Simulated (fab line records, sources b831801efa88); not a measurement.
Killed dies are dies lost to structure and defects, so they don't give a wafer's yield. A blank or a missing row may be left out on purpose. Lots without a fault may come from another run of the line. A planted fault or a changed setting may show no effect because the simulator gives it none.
Tool commonality check | flow sky130 | 14 lots, 48 wafers sampled

WHY IT WAS OPENED
At SKY_VT_ADJUST_LVTN_TW_MEAS_21 the reading VT_ADJUST_LVTN_2_TW is flagged on 2 of 14 lots. Wafers without a fault read 187.4, standard deviation 1.9.
Rule: a lot is flagged when every wafer of it that has a number lies more than 4 standard deviations from that mean, or none has a number. The other lots count as sound.

lot  | measured     | on            | VT_ADJUST_LVTN_2_TW, wafer by wafer | flag
L386 | day 7 18:07  | film_metro-01 | 186.8 186.1 187.2                   |
L388 | day 8 05:19  | film_metro-04 | 191.2 191.3 191.2                   |
L390 | day 9 10:14  | film_metro-01 | 184.3 185.7 185.9                   |
L391 | day 9 23:55  | film_metro-03 | 187.8 187.7 187.6                   |
L393 | day 10 05:18 | film_metro-04 | 189.7 188.3 189.4                   |
L394 | day 10 09:48 | film_metro-03 | 189.2 186.6 188.8                   |
L397 | day 10 23:19 | film_metro-04 | 189.5 190.7 188.9                   |
L396 | day 11 01:41 | film_metro-01 | 184.9 186.1 185.2                   |
L398 | day 11 05:38 | film_metro-04 | 189.2 188.8 189.9                   |
L402 | day 12 06:39 | film_metro-03 | 188.4 187.7 187.6                   |
L405 | day 13 09:14 | film_metro-01 | 198.1 198.8 197.3 197.7 198.3 197.8 | FLAGGED
L406 | day 13 16:31 | film_metro-03 | 197.3 198.2 197.4 198.8 197.3 196.9 | FLAGGED
L408 | day 13 23:57 | film_metro-04 | 188.8 190.0 189.4                   |
L407 | day 14 00:15 | film_metro-03 | 187.4 187.4 186.9                   |
The numbers of the flagged lots are 197.8 on average: +10.4 against the usual, or +5 standard deviations.

WHICH TOOL RAN EACH LOT
The record holds 1 process step before the reading, out of a route of 708 steps. In each cell: the tool, then ch and the chambers that the sampled wafers went through, then the start.
lot  | flag    | SKY_VT_ADJUST_LVTN_IMPLANT_19
L386 |         | implanter-03 ch 0, day 7 17:54
L388 |         | implanter-01 ch 0, day 8 05:06
L390 |         | implanter-03 ch 0, day 9 10:01
L391 |         | implanter-03 ch 0, day 9 23:42
L393 |         | implanter-03 ch 0, day 10 05:04
L394 |         | implanter-01 ch 0, day 10 09:33
L397 |         | implanter-02 ch 0, day 10 23:04
L396 |         | implanter-01 ch 0, day 11 01:26
L398 |         | implanter-01 ch 0, day 11 05:23
L402 |         | implanter-01 ch 0, day 12 06:24
L405 | FLAGGED | implanter-03 ch 0, day 13 08:50
L406 | FLAGGED | implanter-03 ch 0, day 13 16:17
L408 |         | implanter-01 ch 0, day 13 23:43
L407 |         | implanter-02 ch 0, day 14 00:01
What these steps do:
- SKY_VT_ADJUST_LVTN_IMPLANT_19
- SKY_VT_ADJUST_LVTN_TW_MEAS_21

FLAGGED OVER TOTAL, TOOL BY TOOL (the gauges that took the reading come last)
step                          | tool          | lots run | flagged | share of the flagged lots | sound lots run after its first flagged lot
SKY_VT_ADJUST_LVTN_IMPLANT_19 | implanter-01  | 6        | 0       | none                      | -
SKY_VT_ADJUST_LVTN_IMPLANT_19 | implanter-02  | 2        | 0       | none                      | -
SKY_VT_ADJUST_LVTN_IMPLANT_19 | implanter-03  | 6        | 2       | all                       | 0
SKY_VT_ADJUST_LVTN_TW_MEAS_21 | film_metro-01 | 4        | 1       | some                      | 0
SKY_VT_ADJUST_LVTN_TW_MEAS_21 | film_metro-03 | 5        | 1       | some                      | 1 (L407)
SKY_VT_ADJUST_LVTN_TW_MEAS_21 | film_metro-04 | 5        | 0       | none                      | -

WHAT THE TABLE ALLOWS
1 row of the table ran every flagged lot: implanter-03 at SKY_VT_ADJUST_LVTN_IMPLANT_19.
- implanter-03 at SKY_VT_ADJUST_LVTN_IMPLANT_19: 2 of its 6 lots flagged. Its last sound lot is L393 (day 10 05:04), its first flagged lot L405 (day 13 08:50): a fault that began between those two fits. Its own readings lie more than 4 standard deviations out on every wafer of the flagged lots: beam_on_s, faraday_current_uA.
One tool is left: implanter-03 at SKY_VT_ADJUST_LVTN_IMPLANT_19.

WHAT THE SIMULATOR HAD PUT IN
Process parameter drift: implanter-03, from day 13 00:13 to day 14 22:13, at SKY_VT_ADJUST_LVTN_IMPLANT_19. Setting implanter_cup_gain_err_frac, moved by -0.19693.
Lots struck among those shown: L405, L406. The rule above found the same.
